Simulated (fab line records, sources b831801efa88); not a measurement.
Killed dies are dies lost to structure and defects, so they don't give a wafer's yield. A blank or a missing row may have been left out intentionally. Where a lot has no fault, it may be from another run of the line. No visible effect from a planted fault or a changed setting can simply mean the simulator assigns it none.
Which tool is to blame? / flow sky130 / 39 wafers from 13 lots sampled at 4 of the route's 708 steps

WHAT EACH GAUGE READ, for each wafer
SKY_POLY_GATE_CD_MEAS_13 targets a cd of 150 nm.
lot=L696; measured=day 17 00:22; on=cdSem-02; cdNm (nm)=150.3 150.4 150.8
lot=L697; measured=day 17 00:38; on=cdSem-01; cdNm (nm)=152.4 152.5 152.6
lot=L704; measured=day 19 18:31; on=cdSem-01; cdNm (nm)=151.8 151.8 151.0
lot=L706; measured=day 20 08:43; on=cdSem-02; cdNm (nm)=151.6 151.3 150.5
lot=L708; measured=day 21 13:23; on=cdSem-01; cdNm (nm)=151.6 150.9 150.2
lot=L710; measured=day 22 11:32; on=cdSem-01; cdNm (nm)=150.2 151.3 149.5
lot=L711; measured=day 22 09:58; on=cdSem-02; cdNm (nm)=148.2 147.6 146.9
lot=L713; measured=day 23 21:46; on=cdSem-01; cdNm (nm)=150.3 149.0 150.8
lot=L714; measured=day 24 00:05; on=cdSem-01; cdNm (nm)=150.9 150.2 149.3
lot=L715; measured=day 24 00:25; on=cdSem-02; cdNm (nm)=150.4 148.9 149.6
lot=L716; measured=day 24 00:29; on=cdSem-01; cdNm (nm)=151.1 151.1 153.2
lot=L717; measured=day 24 06:56; on=cdSem-02; cdNm (nm)=151.4 150.9 150.3
lot=L718; measured=day 24 11:49; on=cdSem-01; cdNm (nm)=149.6 149.9 150.5

SKY_POLY_GATE_CD_MEAS_22.
lot=L696; measured=day 17 08:01; on=cdSem-01; cdNm (nm)=148.7 151.1 154.3
lot=L697; measured=day 17 08:03; on=cdSem-02; cdNm (nm)=154.5 150.9 153.6
lot=L704; measured=day 19 20:22; on=cdSem-01; cdNm (nm)=148.4 153.1 148.0
lot=L706; measured=day 20 11:27; on=cdSem-01; cdNm (nm)=151.1 152.1 151.1
lot=L708; measured=day 21 15:14; on=cdSem-01; cdNm (nm)=154.9 151.8 150.8
lot=L710; measured=day 22 13:23; on=cdSem-01; cdNm (nm)=149.1 149.4 150.1
lot=L711; measured=day 22 11:57; on=cdSem-02; cdNm (nm)=148.6 150.6 151.1
lot=L713; measured=day 23 23:37; on=cdSem-01; cdNm (nm)=149.2 150.8 154.3
lot=L714; measured=day 24 01:56; on=cdSem-02; cdNm (nm)=151.6 145.5 148.3
lot=L715; measured=day 24 02:17; on=cdSem-02; cdNm (nm)=151.4 150.2 151.9
lot=L716; measured=day 24 03:16; on=cdSem-02; cdNm (nm)=151.3 147.2 152.7
lot=L717; measured=day 24 08:47; on=cdSem-02; cdNm (nm)=150.6 153.6 148.5
lot=L718; measured=day 24 13:43; on=cdSem-02; cdNm (nm)=150.5 146.5 147.0

TOOL THAT RAN EACH LOT (tool first, then ch and the chambers of the sampled wafers, then the start)
lot=L696; SKY_SONOS_ONO_ETCH_15=rieDiel-01 ch 0,3, day 13 02:56; SKY_POLY_GATE_SOFTBAKE_09=lithoTrack-02 ch 0, day 16 09:00
lot=L697; SKY_SONOS_ONO_ETCH_15=rieDiel-03 ch 1,2,3, day 13 03:29; SKY_POLY_GATE_SOFTBAKE_09=lithoTrack-01 ch 0, day 16 10:00
lot=L704; SKY_SONOS_ONO_ETCH_15=rieDiel-03 ch 1,3, day 15 12:26; SKY_POLY_GATE_SOFTBAKE_09=lithoTrack-01 ch 0, day 19 02:00
lot=L706; SKY_SONOS_ONO_ETCH_15=rieDiel-03 ch 0,2,3, day 16 04:17; SKY_POLY_GATE_SOFTBAKE_09=lithoTrack-01 ch 0, day 19 17:00
lot=L708; SKY_SONOS_ONO_ETCH_15=rieDiel-02 ch 0,2, day 17 03:29; SKY_POLY_GATE_SOFTBAKE_09=lithoTrack-02 ch 0, day 20 22:00
lot=L710; SKY_SONOS_ONO_ETCH_15=rieDiel-02 ch 0,2, day 18 01:44; SKY_POLY_GATE_SOFTBAKE_09=lithoTrack-02 ch 0, day 21 20:00
lot=L711; SKY_SONOS_ONO_ETCH_15=rieDiel-01 ch 0,1,3, day 18 01:59; SKY_POLY_GATE_SOFTBAKE_09=lithoTrack-02 ch 0, day 21 18:00
lot=L713; SKY_SONOS_ONO_ETCH_15=rieDiel-02 ch 0,3, day 18 21:55; SKY_POLY_GATE_SOFTBAKE_09=lithoTrack-02 ch 0, day 23 06:00
lot=L714; SKY_SONOS_ONO_ETCH_15=rieDiel-03 ch 0,2,3, day 19 08:53; SKY_POLY_GATE_SOFTBAKE_09=lithoTrack-04 ch 0, day 23 07:00
lot=L715; SKY_SONOS_ONO_ETCH_15=rieDiel-02 ch 1,2, day 19 09:37; SKY_POLY_GATE_SOFTBAKE_09=lithoTrack-02 ch 0, day 23 08:00
lot=L716; SKY_SONOS_ONO_ETCH_15=rieDiel-03 ch 1,2, day 19 20:32; SKY_POLY_GATE_SOFTBAKE_09=lithoTrack-01 ch 0, day 23 08:00
lot=L717; SKY_SONOS_ONO_ETCH_15=rieDiel-03 ch 0,1,3, day 20 01:46; SKY_POLY_GATE_SOFTBAKE_09=lithoTrack-02 ch 0, day 23 15:00
lot=L718; SKY_SONOS_ONO_ETCH_15=rieDiel-03 ch 2,3, day 20 10:28; SKY_POLY_GATE_SOFTBAKE_09=lithoTrack-04 ch 0, day 23 20:00
- SKY_SONOS_ONO_ETCH_15: etches the open film in CHF3/O2, target depth 19.52 nm, time 7.8 s.
- SKY_POLY_GATE_SOFTBAKE_09: time 90 s.

AS READ BY THE TOOLS THEMSELVES (means over the sampled wafers that have a number; for cases with no such wafer, the mark the record gives instead)
SKY_SONOS_ONO_ETCH_15.
lot=L696; tool=rieDiel-01; O2_flow_sccm (sccm)=5.003; chamberPressureMTorr (mTorr)=39.98; drypumpMotorCurrentA (A)=5.9; oesProductAu (a.u.)=1.007; throttleValvePct (%)=8.823
lot=L697; tool=rieDiel-03; O2_flow_sccm (sccm)=5.003; chamberPressureMTorr (mTorr)=40.02; drypumpMotorCurrentA (A)=5.3; oesProductAu (a.u.)=0.997; throttleValvePct (%)=8.823
lot=L704; tool=rieDiel-03; O2_flow_sccm (sccm)=5.005; chamberPressureMTorr (mTorr)=40.02; drypumpMotorCurrentA (A)=5.4; oesProductAu (a.u.)=0.993; throttleValvePct (%)=8.820
lot=L706; tool=rieDiel-03; O2_flow_sccm (sccm)=5.012; chamberPressureMTorr (mTorr)=39.99; drypumpMotorCurrentA (A)=5.2; oesProductAu (a.u.)=1.010; throttleValvePct (%)=8.817
lot=L708; tool=rieDiel-02; O2_flow_sccm (sccm)=4.994; chamberPressureMTorr (mTorr)=40.01; drypumpMotorCurrentA (A)=5.5; oesProductAu (a.u.)=1.007; throttleValvePct (%)=8.833
lot=L710; tool=rieDiel-02; O2_flow_sccm (sccm)=5.008; chamberPressureMTorr (mTorr)=40.02; drypumpMotorCurrentA (A)=5.5; oesProductAu (a.u.)=1.020; throttleValvePct (%)=8.832
lot=L711; tool=rieDiel-01; O2_flow_sccm (sccm)=5.001; chamberPressureMTorr (mTorr)=40.04; drypumpMotorCurrentA (A)=5.7; oesProductAu (a.u.)=0.999; throttleValvePct (%)=8.821
lot=L713; tool=rieDiel-02; O2_flow_sccm (sccm)=5.014; chamberPressureMTorr (mTorr)=40.01; drypumpMotorCurrentA (A)=4.7; oesProductAu (a.u.)=1.004; throttleValvePct (%)=8.821
lot=L714; tool=rieDiel-03; O2_flow_sccm (sccm)=4.994; chamberPressureMTorr (mTorr)=40.00; drypumpMotorCurrentA (A)=5.2; oesProductAu (a.u.)=0.993; throttleValvePct (%)=8.827
lot=L715; tool=rieDiel-02; O2_flow_sccm (sccm)=5.007; chamberPressureMTorr (mTorr)=39.98; drypumpMotorCurrentA (A)=5.5; oesProductAu (a.u.)=0.994; throttleValvePct (%)=8.820
lot=L716; tool=rieDiel-03; O2_flow_sccm (sccm)=4.976; chamberPressureMTorr (mTorr)=39.97; drypumpMotorCurrentA (A)=5.3; oesProductAu (a.u.)=0.994; throttleValvePct (%)=8.822
lot=L717; tool=rieDiel-03; O2_flow_sccm (sccm)=4.990; chamberPressureMTorr (mTorr)=40.02; drypumpMotorCurrentA (A)=5.3; oesProductAu (a.u.)=0.995; throttleValvePct (%)=8.817
lot=L718; tool=rieDiel-03; O2_flow_sccm (sccm)=4.995; chamberPressureMTorr (mTorr)=40.00; drypumpMotorCurrentA (A)=5.2; oesProductAu (a.u.)=0.994; throttleValvePct (%)=8.826

SKY_POLY_GATE_SOFTBAKE_09.
lot=L696; tool=lithoTrack-02; heaterPowerTotalW (W)=57.40; plateTempC (C)=99.95; resistLineTempC (C)=23.00
lot=L697; tool=lithoTrack-01; heaterPowerTotalW (W)=57.28; plateTempC (C)=100.09; resistLineTempC (C)=23.12
lot=L704; tool=lithoTrack-01; heaterPowerTotalW (W)=53.34; plateTempC (C)=94.90; resistLineTempC (C)=22.92
lot=L706; tool=lithoTrack-01; heaterPowerTotalW (W)=53.27; plateTempC (C)=94.78; resistLineTempC (C)=23.18
lot=L708; tool=lithoTrack-02; heaterPowerTotalW (W)=57.34; plateTempC (C)=100.01; resistLineTempC (C)=23.08
lot=L710; tool=lithoTrack-02; heaterPowerTotalW (W)=57.45; plateTempC (C)=100.08; resistLineTempC (C)=22.91
lot=L711; tool=lithoTrack-02; heaterPowerTotalW (W)=57.35; plateTempC (C)=99.88; resistLineTempC (C)=22.99
lot=L713; tool=lithoTrack-02; heaterPowerTotalW (W)=57.39; plateTempC (C)=99.89; resistLineTempC (C)=23.03
lot=L714; tool=lithoTrack-04; heaterPowerTotalW (W)=57.41; plateTempC (C)=100.04; resistLineTempC (C)=23.00
lot=L715; tool=lithoTrack-02; heaterPowerTotalW (W)=57.44; plateTempC (C)=100.16; resistLineTempC (C)=22.99
lot=L716; tool=lithoTrack-01; heaterPowerTotalW (W)=57.36; plateTempC (C)=99.95; resistLineTempC (C)=22.99
lot=L717; tool=lithoTrack-02; heaterPowerTotalW (W)=57.30; plateTempC (C)=99.84; resistLineTempC (C)=22.97
lot=L718; tool=lithoTrack-04; heaterPowerTotalW (W)=57.46; plateTempC (C)=100.02; resistLineTempC (C)=22.94

THE ANSWER, worked out from the rows above alone
Rule: what is usual is taken from the lots themselves. Put in order of their means at a reading, lots are off if they are a third of the lots or fewer, leave a main group of 4 or more, and stand apart from it by a gap of 3 or more times the standard deviation of the main group's means; of several such gaps the widest counts. The tables above print the reading to a certain number of digits; a main group whose means all agree to those digits is not used. A lot without any number at a reading at which 4 lots or more have one is off too. Where the step has rows for the other lots, those lots are counted as sound. The gauges are gone through in route order, then the tools' own readings, and for those a lot's mean is taken as printed above. At the first step where some lot is off, the reading lying furthest off is the one used; lots without a number count as furthest.
Off: L704, L706 (SKY_POLY_GATE_SOFTBAKE_09, heaterPowerTotalW). The main group: mean 57.38 W, standard deviation 0.057.
A tool fits if, at that step or a process step before it, it ran every lot that is off, and no sound lot after the first of them. Not one of the candidates tried fits.

WHAT WAS PUT IN BY THE SIMULATOR
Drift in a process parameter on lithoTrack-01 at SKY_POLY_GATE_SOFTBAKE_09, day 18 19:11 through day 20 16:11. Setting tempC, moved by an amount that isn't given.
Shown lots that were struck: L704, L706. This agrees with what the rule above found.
